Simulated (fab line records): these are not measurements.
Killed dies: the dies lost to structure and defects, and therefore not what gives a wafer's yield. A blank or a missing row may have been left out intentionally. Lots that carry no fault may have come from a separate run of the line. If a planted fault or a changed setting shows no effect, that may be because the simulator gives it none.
Which tool is to blame?    flow gf180mcu    14 lots with 42 wafers sampled at 4 steps, on a route of 602 steps

WHAT EACH GAUGE READ, for each wafer
GF_STI_CD_MEAS_12: the cd target is 220 nm.
lot   measured     on         cd nm (nm)
L543  day 2 02:06  cd sem-01  223.1 222.4 221.6
L544  day 2 06:37  cd sem-02  219.4 220.7 219.7
L545  day 2 11:10  cd sem-01  219.8 219.5 220.1
L546  day 2 16:22  cd sem-01  219.6 220.3 220.8
L551  day 3 20:37  cd sem-02  219.9 221.3 220.5
L553  day 4 04:56  cd sem-02  220.0 219.3 219.3
L555  day 4 15:14  cd sem-01  221.0 220.7 221.9
L557  day 5 02:10  cd sem-02  221.2 221.8 221.5
L558  day 5 06:43  cd sem-02  219.8 218.9 219.8
L561  day 5 21:46  cd sem-02  221.1 221.2 221.1
L562  day 6 03:14  cd sem-02  221.0 220.7 221.3
L563  day 6 09:32  cd sem-01  221.0 220.9 219.6
L564  day 6 14:07  cd sem-02  221.0 220.8 221.5
L565  day 6 19:17  cd sem-01  220.2 220.9 221.0

GF_MVSD_OVL_MEAS_07.
lot   measured     on          MVSD_OVL (nm)
L543  day 4 08:23  overlay-01  -1.9 0.7 0.8
L544  day 4 14:29  overlay-01  -0.1 0.8 0.8
L545  day 4 19:55  overlay-02  -0.4 -0.6 1.9
L546  day 5 03:16  overlay-01  2.7 2.5 2.3
L551  day 6 11:13  overlay-01  0.8 1.5 2.5
L553  day 6 22:13  overlay-01  -130.4 -132.1 -129.3 -133.1 -134.5 -132.7
L555  day 7 06:17  overlay-01  -128.5 -129.8 -129.1 -131.6 -133.0 -131.5
L557  day 7 20:01  overlay-02  -132.0 -132.1 -132.6 -134.5 -134.5 -135.1
L558  day 8 02:01  overlay-02  2.4 1.7 1.5
L561  day 8 17:25  overlay-01  1.7 2.1 4.3
L562  day 8 23:13  overlay-01  3.9 2.8 4.2
L563  day 9 04:22  overlay-02  1.1 1.3 1.7
L564  day 9 09:49  overlay-01  3.1 2.5 2.8
L565  day 9 15:25  overlay-02  3.7 1.2 1.4

GF_MVPSD_OVL_MEAS_07.
lot   measured      on          MVPSD_OVL (nm)
L543  day 4 22:31   overlay-02  0.8 -1.4 -2.2
L544  day 5 04:47   overlay-01  1.7 0.4 0.2
L545  day 5 10:23   overlay-02  -0.8 -0.4 -0.6
L546  day 5 18:19   overlay-02  0.0 0.3 0.4
L551  day 7 03:17   overlay-01  1.1 1.1 3.3
L558  day 8 17:46   overlay-01  2.7 1.4 1.3
L561  day 9 09:10   overlay-02  -2.1 -0.2 -1.3
L562  day 9 16:37   overlay-01  -0.2 1.4 0.5
L563  day 9 21:49   overlay-01  -2.1 -0.1 -2.6
L564  day 10 02:58  overlay-01  2.3 0.4 2.5
L565  day 10 09:20  overlay-01  -0.5 -0.4 -1.4

EACH LOT AND THE TOOL THAT RAN IT (in order: tool; ch and the chambers of the sampled wafers; start)
lot   GF_MVSD_EXPOSE_04
L543  iline stepper-01 ch 0, day 4 02:07
L544  iline stepper-02 ch 0, day 4 07:35
L545  iline stepper-01 ch 0, day 4 12:48
L546  iline stepper-01 ch 0, day 4 20:55
L551  iline stepper-01 ch 0, day 6 04:00
L553  iline stepper-02 ch 0, day 6 14:48
L555  iline stepper-02 ch 0, day 6 23:01
L557  iline stepper-02 ch 0, day 7 12:38
L558  iline stepper-01 ch 0, day 7 18:12
L561  iline stepper-01 ch 0, day 8 09:38
L562  iline stepper-01 ch 0, day 8 14:55
L563  iline stepper-01 ch 0, day 8 21:04
L564  iline stepper-01 ch 0, day 9 02:10
L565  iline stepper-01 ch 0, day 9 06:40
- GF_MVSD_EXPOSE_04: exposes mask MVSD, target cd 1000 nm.

AS READ BY THE TOOLS THEMSELVES (means over the sampled wafers that have a number; for cases with no such wafer, the mark the record gives instead)
The record holds no such reading with a usual standard deviation.

THE ANSWER, worked out from the rows above alone
Rule: what is usual is taken from the lots themselves. Put in order of their means at a reading, lots are off if they are a third of the lots or fewer, leave a main group of 4 or more, and stand apart from it by a gap of 3 or more times the standard deviation of the main group's means; of several such gaps the widest counts. A main group whose means are all the same, to the digits that the tables above print for the reading, isn't used. Also off: a lot with no number at a reading for which 4 or more lots have one. Any other lot the step has rows for is counted as sound. After the gauges, taken in route order, come the tools' own readings; for these a lot's mean is taken, as printed above. The first step at which some lot is off is used, and at that step the reading that is off furthest; a lot without a number counts as furthest.
Off: L553, L555, L557, at GF_MVSD_OVL_MEAS_07 (MVSD_OVL). The main group has a mean of 1.7 nm with a standard deviation of 1.1.
If a tool, at a process step before that reading, ran all the lots that are off and no sound lot after the first of them, it fits. Gauges at GF_MVSD_OVL_MEAS_07: tried the same way as those tools. One fits: GF_MVSD_EXPOSE_04 on iline stepper-02. Its last sound lot is L544 (day 4 07:35), its first lot that is off L553 (day 6 14:48): a fault that began between those two fits.

WHAT THE SIMULATOR HAD INSERTED
Scanner matching overlay: iline stepper-02, from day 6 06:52 on, at GF_MVSD_EXPOSE_04. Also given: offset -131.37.
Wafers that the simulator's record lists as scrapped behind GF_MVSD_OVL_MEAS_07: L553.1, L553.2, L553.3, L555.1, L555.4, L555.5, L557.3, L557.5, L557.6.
Struck lots among those shown: L553, L555, L557. The rule above found the same.
